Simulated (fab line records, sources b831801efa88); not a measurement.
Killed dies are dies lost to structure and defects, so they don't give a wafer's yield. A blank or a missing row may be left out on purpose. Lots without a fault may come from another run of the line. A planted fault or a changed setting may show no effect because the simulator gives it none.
fab line records | flow sfq_line
record lots=6 wafers=18 last_day=85
route steps=325 shown JJ@190 M5@198
lots that met no fault: from a run of the same line without faults
start_h: hours from the record's first day to the start of the lot's first wafer shown | wait_h: hours since the lot's step before | " the same as in the row above | L1.1+2: a row that stands for several wafers | - no value, or no start given | * or withheld: withheld | < > ~ a bound
route shown NAME@n: a module of which the file shows steps, and the number in the route of the first | usual: mean/standard deviation of fault-free wafers | same: alike in all rows | chamber/n: place in a boat | sites: the reading at each site | _std_site: their standard deviation | _edge_site: outer sites' mean less inner sites' | radius_mm: how far each site lies from the wafer's centre | mask NAME#n: copy n | behind: the tool/chamber that last shaped the wafer | hold: why the lot was held/for how many hours/how that ended | device: the transistor (n, p or np) that didn't switch | end of line: the same wafers' tests at the end of the route | a step without rows: its recipe alone | killed: dies lost to structure and defects at the first sort, not the wafer's yield | map: a wafer's dies, x killed, . not, _ none there
set.NAME: the setting as run; set.NAME@STEP: as run at that earlier step | model.NAME: the simulator's own value behind a step, which no gauge read
lots at some steps of the route; a table a step, a row a wafer
services: from which hour (start_h, from the record's first day; less than 0 if before it) a tool's chamber was out of use, for how many hours, and why
## steps
# step SFQ_TRILAYER_JJ_CE_LITHO_DEVELOP_116
# recipe time_s=60 resist=KrF
# step SFQ_JJ_OVL_MEAS_931
# usual J5_OVL=-2/4.8
# columns lot.wafer tool chamber start_h wait_h J5_OVL[nm]
L230.1 overlay-02 - 1251.44 0.1 4
L230.4 " - " " -6
L230.5 " - " " 5
L235.1 overlay-01 - 1283.57 0.1 -5
L235.2 " - " " 1
L235.4 " - " " 0
L242.1 overlay-02 - 1307.10 0.1 -7
L242.2 " - " " -3
L242.3 " - " " -12
L243.3 overlay-01 - 1319.50 0.1 -1
L243.4 " - " " -1
L243.5 " - " " 5
L245.4 overlay-02 - 1331.51 0.1 -8
L245.5 " - " " -8
L245.6 " - " " -5
L247.2 overlay-02 - 1336.30 0.1 1
L247.3 " - " " -5
L247.4 " - " " -8
# step SFQ_TRILAYER_JJ_CE_METRO_MEASURE_117
# usual cd_nm=700.3/1.5
# columns lot.wafer tool chamber start_h wait_h cd_nm
L230.1 cd_sem-01 - 1251.48 0.0 700.5
L230.4 " - " " 699.4
L230.5 " - " " 699.2
L235.1 cd_sem-02 - 1283.61 0.0 699.1
L235.2 " - " " 699.4
L235.4 " - " " 699.1
L242.1 cd_sem-01 - 1307.14 0.0 700.8
L242.2 " - " " 699.7
L242.3 " - " " 700.9
L243.3 cd_sem-01 - 1319.93 0.4 701.5
L243.4 " - " " 702.1
L243.5 " - " " 702.0
L245.4 cd_sem-01 - 1332.13 0.6 700.9
L245.5 " - " " 700.8
L245.6 " - " " 702.3
L247.2 cd_sem-01 - 1336.53 0.2 699.3
L247.3 " - " " 699.7
L247.4 " - " " 699.6
# step SFQ_TRILAYER_JJ_CE_BARC_OPEN_RIE_150
# recipe mask_material=PR chemistry=O2 target_depth_nm=240 target=BARC icp_w=600 bias_w=80 pressure_mtorr=10 time_s=80
# usual drypump_motor_current_A=5.7/0.45 oes_product_au=0.538/0.0049
# columns lot.wafer tool chamber start_h wait_h drypump_motor_current_A oes_product_au rf_hours_counter_h
L230.1 rie_metal-02 0 1252.68 1.0 6.7 0.546 134
L230.4 " 1 " " 5.4 0.538 -
L230.5 " 0 " " 6.7 0.551 -
L235.1 rie_metal-02 1 1284.81 1.0 5.4 0.548 132
L235.2 " 1 " " 5.4 0.536 -
L235.4 " 1 " " 5.4 0.545 -
L242.1 rie_metal-03 0 1308.34 1.0 5.1 0.548 68
L242.2 " 1 " " 5.9 0.542 33
L242.3 " 1 " " 6.0 0.533 -
L243.3 rie_metal-03 1 1320.76 0.6 5.9 0.540 -
L243.4 " 0 " " 5.1 0.534 -
L243.5 " 0 " " 5.2 0.537 -
L245.4 rie_metal-03 1 1332.76 0.4 6.0 0.529 -
L245.5 " 0 " " 5.1 0.537 -
L245.6 " 1 " " 5.9 0.534 -
L247.2 rie_metal-04 1 1337.53 0.8 5.5 0.540 102
L247.3 " 0 " " 5.8 0.539 -
L247.4 " 1 " " 5.5 0.538 -
# step SFQ_TRILAYER_JJ_CE_ETCH_RIE_118
# recipe target=Nb stop_on=Al2O3 mask_material=PR taper_deg=13.257 over_etch_frac=0.15 time_s=97.7 chemistry=SF6 target_depth_nm=170 icp_w=600 bias_w=80 pressure_mtorr=10
# usual drypump_motor_current_A=5.7/0.44 oes_product_au=0.988/0.0067
# columns lot.wafer tool chamber start_h wait_h drypump_motor_current_A oes_product_au rf_hours_counter_h
L230.1 rie_metal-02 0 1252.80 0.1 6.7 0.984 134
L230.4 " 1 " " 5.4 0.990 -
L230.5 " 0 " " 6.7 0.977 -
L235.1 rie_metal-02 1 1284.99 0.2 5.4 0.992 132
L235.2 " 1 " " 5.4 0.993 -
L235.4 " 1 " " 5.4 0.988 -
L242.1 rie_metal-03 0 1308.43 0.1 5.1 0.997 68
L242.2 " 1 " " 6.0 0.995 33
L242.3 " 1 " " 6.0 0.993 -
L243.3 rie_metal-03 1 1320.86 0.1 5.9 0.981 -
L243.4 " 0 " " 5.2 0.992 -
L243.5 " 0 " " 5.2 0.992 -
L245.4 rie_metal-03 1 1332.86 0.1 6.0 0.982 -
L245.5 " 0 " " 5.2 1.002 -
L245.6 " 1 " " 6.0 0.985 -
L247.2 rie_metal-04 1 1337.62 0.1 5.5 0.994 102
L247.3 " 0 " " 5.8 0.993 -
L247.4 " 1 " " 5.5 0.990 -
# step SFQ_TRILAYER_JJ_ANODIZE_ANODIZE_119
# recipe current_density_ma_cm2=withheld end_current_density_ma_cm2=withheld bath_temp_c=withheld
# step SFQ_TRILAYER_JJ_CE_STRIP_STRIP_120
# recipe gas=O2 power_w=200 platen_temp_c=40 overash_fraction=0.65 chemistry=O2 pressure_mtorr=50
# usual drypump_motor_current_A=5.7/0.42 oes_product_au=0.998/0.0092
# columns lot.wafer tool chamber start_h wait_h drypump_motor_current_A oes_product_au rf_hours_counter_h
L230.1 rie_metal-03 0 1253.44 0.0 5.1 1.003 62
L230.4 " 1 " " 5.9 1.013 -
L230.5 " 1 " " 6.0 0.995 -
L235.1 rie_metal-04 1 1285.71 0.0 5.5 0.995 91
L235.2 " 0 " " 5.8 0.997 115
L235.4 " 0 " " 5.8 1.001 -
L242.1 rie_metal-02 0 1309.04 0.0 6.7 1.008 1
L242.2 " 1 " " 5.4 1.009 139
L242.3 " 0 " " 6.7 1.011 -
L243.3 rie_metal-03 0 1321.63 0.2 5.1 1.019 -
L243.4 " 1 " " 6.0 0.992 -
L243.5 " 1 " " 6.0 0.997 -
L245.4 rie_metal-02 0 1333.63 0.2 6.7 1.002 -
L245.5 " 0 " " 6.7 1.005 -
L245.6 " 1 " " 5.4 0.987 -
L247.2 rie_metal-02 0 1338.23 0.0 6.7 0.997 8
L247.3 " 0 " " 6.7 0.999 -
L247.4 " 1 " " 5.4 0.981 -
# step SFQ_TRILAYER_JJ_CE_STRIP_SOLV_CLEAN_121
# recipe chemistry=NMP temp_c=70 time_s=600
# step SFQ_TRILAYER_M5_LITHO_COAT_128
# recipe resist=BARC spin_rpm=3000 resist_thk_nm=62
# step SFQ_TRILAYER_M5_LITHO_COAT_123
# recipe resist=KrF spin_rpm=3000 resist_thk_nm=600
# step SFQ_TRILAYER_M5_LITHO_SOFTBAKE_127
# recipe temp_c=withheld time_s=withheld resist=KrF
# step SFQ_TRILAYER_M5_LITHO_EXPOSE_124
# recipe mask_id=M5 na=0.6 source_shape=conventional sigma_outer=0.65 target_cd_nm=700 dose_mj=14.4
# step SFQ_TRILAYER_M5_LITHO_PEB_126
# recipe peb_temp_c=115 peb_time_s=60 resist=KrF
# usual chill_plate_temp_C=22.97/0.11 exhaust_pa=45.0/0.95
# columns lot.wafer tool chamber start_h wait_h chill_plate_temp_C exhaust_pa
L230.1 litho_track-04 0 1381.27 1.0 23.06 43.6
L230.4 " 0 " " 23.12 43.8
L230.5 " 0 " " 22.88 44.2
L235.1 litho_track-01 0 1406.59 1.0 22.99 45.5
L235.2 " 0 " " 22.95 44.8
L235.4 " 0 " " 23.02 44.7
L242.1 litho_track-01 - 1424.59 1.0 - -
L242.2 " - " " - -
L242.3 " - " " - -
L243.3 litho_track-02 - 1434.24 0.7 - -
L243.4 " - " " - -
L243.5 " - " " - -
L245.4 litho_track-04 0 1443.99 0.5 23.06 45.8
L245.5 " 0 " " 23.02 45.9
L245.6 " 0 " " 22.93 46.3
L247.2 litho_track-02 0 1448.74 0.8 23.04 45.9
L247.3 " 0 " " 23.02 45.7
L247.4 " 0 " " 22.98 45.1
# step SFQ_TRILAYER_M5_LITHO_DEVELOP_125
# recipe time_s=60 resist=KrF
## services
# columns tool chamber start_h hours kind
cd_sem-01 - 1243.60 1.1 repair
rie_metal-03 - 1249.23 1.4 pm
rie_metal-02 0 1278.98 - clean
rie_metal-02 0 1278.98 - consumable_replace:focus_ring
rie_metal-02 0 1278.98 22.2 scheduled_down
rie_metal-02 0 1278.98 22.2 vent_cycle
rie_metal-03 0 1285.36 17.0 repair
rie_metal-03 1 1295.89 2.4 repair
cd_sem-01 - 1311.91 0.5 pm
rie_metal-03 - 1315.40 0.2 repair
rie_metal-02 1 1315.62 - clean
rie_metal-02 1 1315.62 - consumable_replace:focus_ring
rie_metal-02 1 1315.62 16.8 scheduled_down
rie_metal-02 1 1315.62 16.8 vent_cycle
cd_sem-02 - 1318.48 1.1 pm
cd_sem-02 - 1331.58 1.5 pm
cd_sem-02 - 1335.05 3.4 pm
cd_sem-01 - 1343.90 6.3 pm
rie_metal-04 - 1351.83 2.8 pm
rie_metal-02 - 1353.59 0.8 repair
cd_sem-01 - 1359.90 1.0 pm
cd_sem-02 - 1407.84 0.3 pm
cd_sem-01 - 1410.46 1.1 pm
rie_metal-04 0 1435.22 - clean
## key
first_sign step=SFQ_TRILAYER_M5_LITHO_PEB_126 reading=tool_record direction=missing
effect none on later readings
met_at SFQ_TRILAYER_M5_LITHO_PEB_126
struck_wafers L242.1,L242.2,L242.3,L243.3,L243.4,L243.5
onset_between 1406.59 1424.59
fault kind=skipped_step_whole tool=litho_track-01,litho_track-02 chamber=- onset_h=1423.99 steps=SFQ_TRILAYER_M5_LITHO_PEB_126 scope=struck_lots_only
